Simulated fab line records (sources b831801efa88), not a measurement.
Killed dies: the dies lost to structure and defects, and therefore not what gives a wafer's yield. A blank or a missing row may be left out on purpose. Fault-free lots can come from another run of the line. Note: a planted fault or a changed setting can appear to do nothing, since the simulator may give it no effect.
A lot that was struck, set against a sound lot / flow sky130 / 15 out of 708 route steps
Sound: the wafers L803.2, L803.5, L803.6. The struck wafers were L813.1, L813.2, L813.5. At the end, the cause is stated.
Each step with rows lists, per side, the tool, then ch with its chambers, then its first start. Under that, the readings that differ: sound wafers / struck wafers / difference of the means / sigmas: that difference in standard deviations of wafers without a fault.
alike: readings with means less than 2 such deviations apart, plus words and numbers identical on both sides. not compared: withheld readings, readings lacking a value on some wafer, bounds such as >300 that could conceal the same value, and numbers that have no deviation in the record and whose values overlap.
A row with sigmas, a row that says differs or no value, or rows on one side alone: a step with any of these is where the two part. When numbers do not overlap yet have no deviation, they are printed without sigmas and do not part them. Lack of a reading on every wafer of one side parts them only where that side has two or more wafers.

SKY_LOCAL_INTERCONNECT_THK_MEAS_02: measures by xrf.
  sound: film metro-02 at day 29 20:57; struck: film metro-04 at day 33 14:07
  alike: LOCAL_INTERCONNECT_TIN_THK
then, 8 steps without rows for these wafers: SKY_LOCAL_INTERCONNECT_DEHYDRATE_03 (time 60 s); SKY_LOCAL_INTERCONNECT_HMDS_04 (prime time 60 s); SKY_LOCAL_INTERCONNECT_COAT_05 (resist thk 60 nm); SKY_LOCAL_INTERCONNECT_COAT_06 (resist thk 450 nm); SKY_LOCAL_INTERCONNECT_SOFTBAKE_07 (time 90 s); SKY_LOCAL_INTERCONNECT_EXPOSE_08 (exposes mask LI1M, target cd 170 nm); SKY_LOCAL_INTERCONNECT_PEB_09; SKY_LOCAL_INTERCONNECT_DEVELOP_10 (develop time 60 s).
SKY_LOCAL_INTERCONNECT_CD_MEAS_11: the cd target is 170 nm.
  sound: cd sem-01 at day 31 00:32; struck: cd sem-01 at day 34 17:03
reading=cd nm (nm); sound=173.8 173.9 173.5; struck=166.9 169.6 168.4; difference=-5.4; sigmas=-3
SKY_LOCAL_INTERCONNECT_OVL_MEAS_12:
  sound: overlay-01 at day 31 00:38; struck: overlay-02 at day 34 17:10
  alike: LOCAL_INTERCONNECT_OVL
SKY_LOCAL_INTERCONNECT_ETCH_13: etches BARC in N2/H2, stops on SiO2, time 45.9 s, target depth 60 nm.
  sound on rie metal-02 ch 0,1, day 31 00:40; struck on rie metal-04 ch 0,1, day 34 17:13
reading=drypump motor current A (A); sound=6.6 6.0 6.6; struck=5.1 5.9 5.1; difference=-1.0; sigmas=-2
  alike: bias w, oes product au, throttle valve pct
  not compared: rf hours counter h
SKY_LOCAL_INTERCONNECT_METAL_ETCH_14: etches TiN in Cl2/BCl3, stops on PSG, target depth 110 nm, time 31.4 s.
  sound on rie metal-02 ch 0,1, day 31 00:44; struck on rie metal-04 ch 0,1, day 34 17:16
reading=bias w (W); sound=48.70 48.21 48.62; struck=45.89 45.56 46.02; difference=-2.69; sigmas=-19
  alike: drypump motor current A, oes product au, throttle valve pct
  not compared: rf hours counter h
SKY_LOCAL_INTERCONNECT_STRIP_15: strips in O2/N2.
  sound on plasma asher-01 ch 0,1, day 31 00:47; struck on plasma asher-03 ch 0,1, day 34 17:19
  alike: drypump motor current A, oes product au, strip time to endpoint s
  not compared: rf hours counter h
-- here the record skips 14 days between the struck wafers' starts before and after, leaving off in module LOCAL_INTERCONNECT and picking up in module PAD_OPEN (first step shown: number 708 of the route) --
SKY_PAD_OPEN_PROBE_99:
  sound: prober-02 at day 46 07:25; struck: prober-02 at day 49 00:38
  alike: killed_at_M0_to_M3, killed_at_M4_up, killed at contacts, killed at front end, killed at other, killed dies, killed open, killed short

## WHERE THEY PART
Earliest at SKY_LOCAL_INTERCONNECT_CD_MEAS_11; latest, in this record, at SKY_LOCAL_INTERCONNECT_METAL_ETCH_14. Later steps at which nothing parts them and some readings are alike: SKY_LOCAL_INTERCONNECT_STRIP_15, SKY_PAD_OPEN_PROBE_99.

WHY: what the simulator had put in
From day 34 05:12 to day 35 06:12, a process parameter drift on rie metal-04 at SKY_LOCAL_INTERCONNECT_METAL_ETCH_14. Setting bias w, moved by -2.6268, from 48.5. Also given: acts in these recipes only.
